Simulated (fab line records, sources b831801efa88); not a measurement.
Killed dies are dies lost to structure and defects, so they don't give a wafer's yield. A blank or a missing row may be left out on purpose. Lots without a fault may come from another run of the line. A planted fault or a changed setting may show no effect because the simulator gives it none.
Which tool did it? | flow gf180mcu | 24 lots, 72 wafers sampled, at 4 steps of a route of 602

WHAT THE GAUGES READ, wafer by wafer
GF_VT_IMPLANT_TW_MEAS_10. Usual: VT_IMPLANT_TW 568, standard deviation 3.2.
lot  | measured     | on            | VT_IMPLANT_TW | flag
L074 | day 5 15:35  | film_metro-02 | 566 569 566   |
L075 | day 5 21:31  | film_metro-04 | 572 573 569   |
L076 | day 6 02:45  | film_metro-02 | 569 567 565   |
L077 | day 6 10:40  | film_metro-04 | 564 562 567   |
L078 | day 6 17:06  | film_metro-02 | 568 565 564   |
L079 | day 6 21:18  | film_metro-01 | 567 565 569   |
L080 | day 7 04:20  | film_metro-04 | 571 576 574   |
L081 | day 7 11:27  | film_metro-02 | 567 568 567   |
L082 | day 7 19:38  | film_metro-02 | 566 568 568   |
L083 | day 7 22:44  | film_metro-02 | 568 567 565   |
L084 | day 8 04:42  | film_metro-04 | 570 573 570   |
L085 | day 8 08:35  | film_metro-01 | 566 563 567   |
L086 | day 8 15:31  | film_metro-04 | 569 571 571   |
L087 | day 8 21:11  | film_metro-02 | 568 568 563   |
L088 | day 9 11:41  | film_metro-01 | 564 567 566   |
L089 | day 9 18:49  | film_metro-04 | 568 569 572   |
L090 | day 9 20:53  | film_metro-01 | 567 563 565   |
L091 | day 10 00:56 | film_metro-02 | 566 563 564   |
L092 | day 10 10:20 | film_metro-04 | 575 573 571   |
L093 | day 10 17:29 | film_metro-01 | 567 564 562   |
L094 | day 10 21:32 | film_metro-04 | 573 574 573   |
L095 | day 11 05:47 | film_metro-01 | 563 563 562   |
L096 | day 11 06:05 | film_metro-02 | 569 567 568   |
L097 | day 11 12:09 | film_metro-02 | 567 568 566   |

GF_HV_LDD_CD_MEAS_19: target cd 400 nm. Usual: cd_nm 402.2 nm, standard deviation 2.
lot  | measured     | on        | cd_nm (nm)        | flag
L074 | day 10 16:31 | cd_sem-01 | 402.5 401.9 401.9 |
L075 | day 11 00:55 | cd_sem-02 | 403.7 400.5 403.0 |
L076 | day 11 09:31 | cd_sem-01 | 400.2 402.8 403.8 |
L077 | day 11 19:04 | cd_sem-01 | 403.5 403.1 402.1 |
L078 | day 12 02:40 | cd_sem-01 | 400.1 401.7 400.9 |
L079 | day 12 07:20 | cd_sem-02 | 403.7 402.3 402.7 |
L080 | day 12 17:24 | cd_sem-02 | 402.1 400.6 402.6 |
L081 | day 13 01:25 | cd_sem-01 | 403.6 401.0 403.3 |
L082 | day 13 07:13 | cd_sem-02 | 399.4 398.4 402.0 |
L083 | day 13 17:07 | cd_sem-02 | 407.2 404.9 405.1 |
L084 | day 13 22:22 | cd_sem-02 | 400.6 400.2 400.5 |
L085 | day 14 01:14 | cd_sem-02 | 404.6 407.2 404.1 |
L086 | day 14 11:28 | cd_sem-01 | 396.6 396.9 398.1 |
L087 | day 14 17:22 | cd_sem-02 | 402.7 403.9 402.1 |
L088 | day 15 15:39 | cd_sem-01 | 402.3 403.2 403.2 |
L089 | day 15 19:53 | cd_sem-01 | 401.5 401.7 402.1 |
L090 | day 15 22:52 | cd_sem-02 | 402.2 401.4 404.4 |
L091 | day 16 03:17 | cd_sem-02 | 403.4 401.8 404.8 |
L092 | day 16 15:54 | cd_sem-01 | 405.9 404.7 401.8 |
L093 | day 17 01:50 | cd_sem-02 | 404.1 400.9 402.5 |
L094 | day 17 03:49 | cd_sem-02 | 403.6 403.2 403.5 |
L095 | day 17 16:36 | cd_sem-01 | 402.6 402.8 403.3 |
L096 | day 17 17:54 | cd_sem-02 | 400.8 401.0 403.0 |
L097 | day 18 00:48 | cd_sem-02 | 401.2 402.4 400.3 |

GF_CONTACT_BOW_MEAS_05. Usual: CONTACT_BOW 67 um, standard deviation 7.1.
lot  | measured     | on            | CONTACT_BOW (um) | flag
L074 | day 15 01:10 | film_metro-01 | 53 67 61         |
L075 | day 15 13:59 | film_metro-01 | 67 60 59         |
L076 | day 15 22:29 | film_metro-01 | 75 77 64         |
L077 | day 16 06:25 | film_metro-03 | 53 62 60         |
L078 | day 16 17:39 | film_metro-03 | 60 63 65         |
L079 | day 17 01:50 | film_metro-01 | 68 70 67         |
L080 | day 17 10:15 | film_metro-03 | 68 79 54         |
L081 | day 17 20:17 | film_metro-03 | 70 79 49         |
L082 | day 18 02:21 | film_metro-01 | 73 55 59         |
L083 | day 18 17:50 | film_metro-02 | 63 64 67         |
L084 | day 18 20:08 | film_metro-02 | 64 60 64         |
L085 | day 18 22:46 | film_metro-01 | 61 65 71         |
L086 | day 19 12:16 | film_metro-03 | 59 61 67         |
L087 | day 19 23:31 | film_metro-02 | 67 75 72         |
L088 | day 20 20:14 | film_metro-03 | 73 62 46         |
L089 | day 21 00:34 | film_metro-03 | 81 71 69         |
L090 | day 21 02:46 | film_metro-03 | 75 67 72         |
L091 | day 21 08:32 | film_metro-01 | 67 58 62         |
L092 | day 21 20:18 | film_metro-02 | 80 62 83         |
L093 | day 22 10:26 | film_metro-02 | 67 54 64         |
L094 | day 22 09:53 | film_metro-03 | 58 74 67         |
L095 | day 23 00:11 | film_metro-01 | 72 66 71         |
L096 | day 23 00:52 | film_metro-01 | 72 54 59         |
L097 | day 23 05:19 | film_metro-03 | 76 76 79         |

WHICH TOOL RAN EACH LOT (tool, then ch and the chambers of the sampled wafers, then the start)
lot  | GF_SALICIDE_RTA_06
L074 | rtp_anneal-02 ch 0, day 15 00:21
L075 | rtp_anneal-02 ch 0, day 15 13:08
L076 | rtp_anneal-02 ch 0, day 15 21:40
L077 | rtp_anneal-02 ch 0, day 16 05:35
L078 | rtp_anneal-01 ch 0, day 16 16:49
L079 | rtp_anneal-01 ch 0, day 17 00:59
L080 | rtp_anneal-01 ch 0, day 17 09:19
L081 | rtp_anneal-01 ch 0, day 17 19:27
L082 | rtp_anneal-02 ch 0, day 18 01:31
L083 | rtp_anneal-02 ch 0, day 18 17:01
L084 | rtp_anneal-01 ch 0, day 18 19:19
L085 | rtp_anneal-02 ch 0, day 18 21:56
L086 | rtp_anneal-01 ch 0, day 19 11:18
L087 | rtp_anneal-02 ch 0, day 19 22:41
L088 | rtp_anneal-01 ch 0, day 20 19:24
L089 | rtp_anneal-01 ch 0, day 20 23:44
L090 | rtp_anneal-02 ch 0, day 21 01:55
L091 | rtp_anneal-01 ch 0, day 21 07:40
L092 | rtp_anneal-01 ch 0, day 21 19:27
L093 | rtp_anneal-01 ch 0, day 22 09:35
L094 | rtp_anneal-01 ch 0, day 22 09:00
L095 | rtp_anneal-02 ch 0, day 22 23:15
L096 | rtp_anneal-02 ch 0, day 22 23:57
L097 | rtp_anneal-02 ch 0, day 23 04:29
- GF_SALICIDE_RTA_06: time 30 s.

WHAT THE TOOLS THEMSELVES READ (means of the sampled wafers that have a number; where no wafer has one, the mark that the record gives instead)
GF_SALICIDE_RTA_06. Usual: chamber_o2_ppm 2.002, standard deviation 0.024; lamp_power_pct 6.17 %, standard deviation 0.18; wafer_temp_C_max 532.8, standard deviation 0.57.
lot  | tool          | chamber_o2_ppm | lamp_power_pct (%) | wafer_temp_C_max | flag
L074 | rtp_anneal-02 | 1.998          | 6.35               | 532.1            |
L075 | rtp_anneal-02 | 2.009          | 6.35               | 532.3            |
L076 | rtp_anneal-02 | 2.001          | 6.35               | 533.0            |
L077 | rtp_anneal-02 | 2.008          | 6.35               | 532.9            |
L078 | rtp_anneal-01 | 2.014          | 5.99               | 532.8            |
L079 | rtp_anneal-01 | 1.980          | 6.00               | 532.4            |
L080 | rtp_anneal-01 | 1.994          | 6.00               | 532.8            |
L081 | rtp_anneal-01 | 2.021          | 5.99               | 533.8            |
L082 | rtp_anneal-02 | 1.982          | 6.35               | 532.8            |
L083 | rtp_anneal-02 | 2.004          | 6.34               | 531.7            |
L084 | rtp_anneal-01 | 2.016          | 5.99               | 533.3            |
L085 | rtp_anneal-02 | 2.013          | 6.34               | 532.6            |
L086 | rtp_anneal-01 | 1.994          | 5.99               | 533.0            |
L087 | rtp_anneal-02 | 1.993          | 6.35               | 532.4            |
L088 | rtp_anneal-01 | 1.981          | 5.99               | 532.7            |
L089 | rtp_anneal-01 | 2.001          | 5.99               | 532.7            |
L090 | rtp_anneal-02 | 2.002          | 6.35               | 532.8            |
L091 | rtp_anneal-01 | 1.983          | 5.99               | 533.4            |
L092 | rtp_anneal-01 | 1.983          | 6.00               | 532.9            |
L093 | rtp_anneal-01 | 2.003          | 6.00               | 533.5            |
L094 | rtp_anneal-01 | 2.022          | 5.99               | 532.8            |
L095 | rtp_anneal-02 | 2.019          | 6.35               | 532.9            |
L096 | rtp_anneal-02 | 1.990          | 6.35               | 532.8            |
L097 | rtp_anneal-02 | 1.989          | 6.35               | 532.5            |

THE ANSWER, worked out from the rows above alone
Rule: a lot is off if the mean of its wafers that have a number lies more than 3 standard deviations from the usual mean. A lot without any number at a reading at which 4 lots or more have one is off too. The other lots that the step has rows for count as sound. The gauges are gone through in route order, then the tools' own readings, and for those a lot's mean is taken as printed above. The first step at which some lot is off is used, and at that step the reading that is off furthest; a lot without a number counts as furthest.
No lot is off at any reading shown: from this, nothing can be told.

WHAT THE SIMULATOR HAD PUT IN
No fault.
